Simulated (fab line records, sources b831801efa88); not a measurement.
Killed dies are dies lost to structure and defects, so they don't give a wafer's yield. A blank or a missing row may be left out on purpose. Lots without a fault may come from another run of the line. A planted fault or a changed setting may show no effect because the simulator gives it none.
One fault seen from 2 desks | flow sky130 | each desk has only its own numbers; what lay behind them comes last

THE METROLOGY DESK
What the gauges read, lot by lot, whatever tool the lot ran on: means of the sampled wafers that have a number. A lot is out of limits, marked OUT, if its mean lies more than 4 standard deviations from the usual mean; the brackets give that distance.
Columns: A = PASSIVATION_CVD_02_THK at SKY_PASSIVATION_THK_MEAS_03, usual 539 nm
lot  | first seen here | A
L162 | day 44 21:39    | 540
L164 | day 45 04:44    | 547
L163 | day 45 06:49    | 535
L165 | day 45 19:29    | 533
L166 | day 46 02:11    | 535
L167 | day 46 03:25    | 549
L168 | day 46 08:07    | 540
L169 | day 46 20:50    | 537
L176 | day 48 11:56    | 542
L180 | day 49 07:38    | 540
L182 | day 49 17:31    | 548
L183 | day 49 23:41    | 536
This desk's finding: nothing out of limits on any of the 12 lots.

THE TOOL OWNER'S DESK: pvd_sputter-02
The tool's own readings at SKY_METAL2_SPUTTER_00 (material Ti, target thk 15 nm, time 10 s): means of the sampled wafers that have a number, for each lot that ran on this tool. A lot is out of limits, marked OUT, if its mean lies more than 4 standard deviations from the usual mean; the brackets give that distance.
Columns: A = throttle_valve_pct at SKY_METAL2_SPUTTER_00, usual 29.4 %
lot  | first seen here | A
L163 | day 35 07:53    | 29.2
L165 | day 36 00:41    | 28.5
L167 | day 36 09:50    | 29.2
L168 | day 36 16:23    | 28.2
L169 | day 37 08:05    | 28.1
L176 | day 39 10:46    | 28.7
L180 | day 40 10:02    | 29.6
This desk's finding: nothing out of limits on any of the 7 lots.

PUT TOGETHER
The metrology desk saw nothing out of limits.
The tool owner's desk saw nothing out of limits.

WHAT THE SIMULATOR HAD PUT IN
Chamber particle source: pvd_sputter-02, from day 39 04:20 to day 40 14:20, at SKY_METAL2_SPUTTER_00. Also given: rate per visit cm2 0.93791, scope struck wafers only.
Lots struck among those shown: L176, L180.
